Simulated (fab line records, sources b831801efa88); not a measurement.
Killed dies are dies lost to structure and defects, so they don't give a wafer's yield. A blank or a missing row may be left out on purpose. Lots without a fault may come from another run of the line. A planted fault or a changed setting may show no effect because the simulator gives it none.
Split-lot experiment | flow gf180mcu | 5 lots, 23 wafers read, on a route of 602 steps

THE SPLIT
At GF_MIM_SPUTTER_04 (material TiN, target thk 50 nm, time 41.7 s), the setting power_w was moved away from the recipe's 6500 W on 4 of the 23 wafers read, by +5.0% to +11.5%. The other wafers ran this setting at the recipe's value.

FROM THE SPLIT TO THE READING: what the file shows between them, 7 steps
- GF_MIM_SPUTTER_07: material TiN, target thk 60 nm, time 50 s (also split here: time_s)
- GF_M5_EXPOSE_04: exposes mask Metal5, target cd 280 nm (also split here: dose_mj)
- GF_M5_PEB_05: peb time 90 s (also split here: peb_temp_c)
- GF_M5_DEVELOP_06: develop time 60 s
- GF_M5_CD_MEAS_07: target cd 280 nm
- GF_M5_ETCH_09: etches Si3N4 in CF4/O2, target depth 52 nm, time 11.6 s
- GF_M5_METAL_ETCH_10: etches the open film in Cl2/BCl3, stops on SiO2, target depth 627.5 nm, time 104.6 s

THE READING
TiN_of_MIM_SPUTTER_04.thk_nm (the simulator's own value, which no gauge read), in nm, at GF_V5_ETCH_17 (etches SiO2 in C4F8/O2/Ar, stops on TiN, target depth 855 nm). The file gives no usual value for it. The 19 wafers here that ran the recipe average 49.76 nm, standard deviation 0.62 nm.

wafer  | tool, chamber at the split | power_w as run, W | against the recipe | TiN_of_MIM_SPUTTER_04.thk_nm, nm | against lot-mates on the recipe
L075.1 | pvd_sputter-03, -          | 6500              | recipe             | 50.16                            | -
L075.3 | pvd_sputter-03, -          | 6500              | recipe             | 49.92                            | -
L075.4 | pvd_sputter-03, -          | 6500              | recipe             | 50.09                            | -
L075.5 | pvd_sputter-03, -          | 6500              | recipe             | 49.41                            | -
L075.6 | pvd_sputter-03, -          | 6500              | recipe             | 49.22                            | -
L076.1 | pvd_sputter-01, -          | 7248              | +11.5%             | 54.62                            | +5.40
L076.3 | pvd_sputter-01, -          | 6500              | recipe             | 49.31                            | -
L076.4 | pvd_sputter-01, -          | 6500              | recipe             | 49.13                            | -
L076.5 | pvd_sputter-01, -          | 7248              | +11.5%             | 54.76                            | +5.54
L076.6 | pvd_sputter-01, -          | 6500              | recipe             | 49.23                            | -
L079.2 | pvd_sputter-04, -          | 6500              | recipe             | 50.49                            | -
L079.5 | pvd_sputter-04, -          | 6500              | recipe             | 50.69                            | -
L079.6 | pvd_sputter-04, -          | 6500              | recipe             | 50.93                            | -
L082.1 | pvd_sputter-01, -          | 6500              | recipe             | 50.2                             | -
L082.3 | pvd_sputter-01, -          | 6823              | +5.0%              | 52.36                            | +3.21
L082.4 | pvd_sputter-01, -          | 6500              | recipe             | 48.85                            | -
L082.5 | pvd_sputter-01, -          | 6500              | recipe             | 48.4                             | -
L082.6 | pvd_sputter-01, -          | 6823              | +5.0%              | 51.14                            | +1.99
L084.2 | pvd_sputter-03, -          | 6500              | recipe             | 49.91                            | -
L084.3 | pvd_sputter-03, -          | 6500              | recipe             | 49.93                            | -
L084.4 | pvd_sputter-03, -          | 6500              | recipe             | 49.87                            | -
L084.5 | pvd_sputter-03, -          | 6500              | recipe             | 49.84                            | -
L084.6 | pvd_sputter-03, -          | 6500              | recipe             | 49.82                            | -

THE FIT
A straight line over all 23 wafers: TiN_of_MIM_SPUTTER_04.thk_nm changes by +0.425 nm for each +1% of power_w; r = +0.93; the points scatter about the line by 0.62 nm.
The same after taking each lot's own level away (the mean of its wafers on the recipe; 23 wafers): +0.481 nm for each +1%; r = +0.97; scatter 0.4 nm.
On that fit, the largest move of power_w shifts the reading by 5.5 nm.
The lots' own levels span 49.150 to 50.703 nm, that is 2.5 times the standard deviation above.
So the lot-to-lot level changes the slope: the two fits differ.
Check: with one of the wafers moved furthest among these (+11.5%) left out of the fit, the line predicts +5.67 nm for it against its lot-mates. It came out at +5.4 nm against them.

OTHER SPLITS ON THESE WAFERS
These wafers also went through other splits before the reading. Each is held against what the fit with the lots' levels taken away leaves over:
other split on the same wafers | wafers away from the commonest value | r with TiN_of_MIM_SPUTTER_04.thk_nm (lot level and that fit taken away)
GF_V4_PEB_12 peb_time_s        | 9                                    | +0.20
GF_MIM_SPUTTER_07 time_s       | 10                                   | -0.13
GF_M5_EXPOSE_04 dose_mj        | 10                                   | -0.08
GF_M5_PEB_05 peb_temp_c        | 4                                    | +0.04

THE WHOLE CHAIN: every reading that the file lists as answering this split, in the file's order
step              | what it does                                                 | reading                                                                       | change (the file's fit)               | r (the file's)
GF_MIM_SPUTTER_04 | material TiN, target thk 50 nm, time 41.7 s                  | TiN_of_MIM_SPUTTER_04.thk_nm (the simulator's own value, which no gauge read) | +0.475 nm for each +1% of the setting | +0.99
GF_V5_ETCH_17     | etches SiO2 in C4F8/O2/Ar, stops on TiN, target depth 855 nm | TiN_of_MIM_SPUTTER_04.thk_nm (the simulator's own value, which no gauge read) | +0.483 nm for each +1% of the setting | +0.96

THE FILE'S OWN FIT
TiN_of_MIM_SPUTTER_04.thk_nm changes by +0.483 nm for each +1% of power_w, r = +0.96.
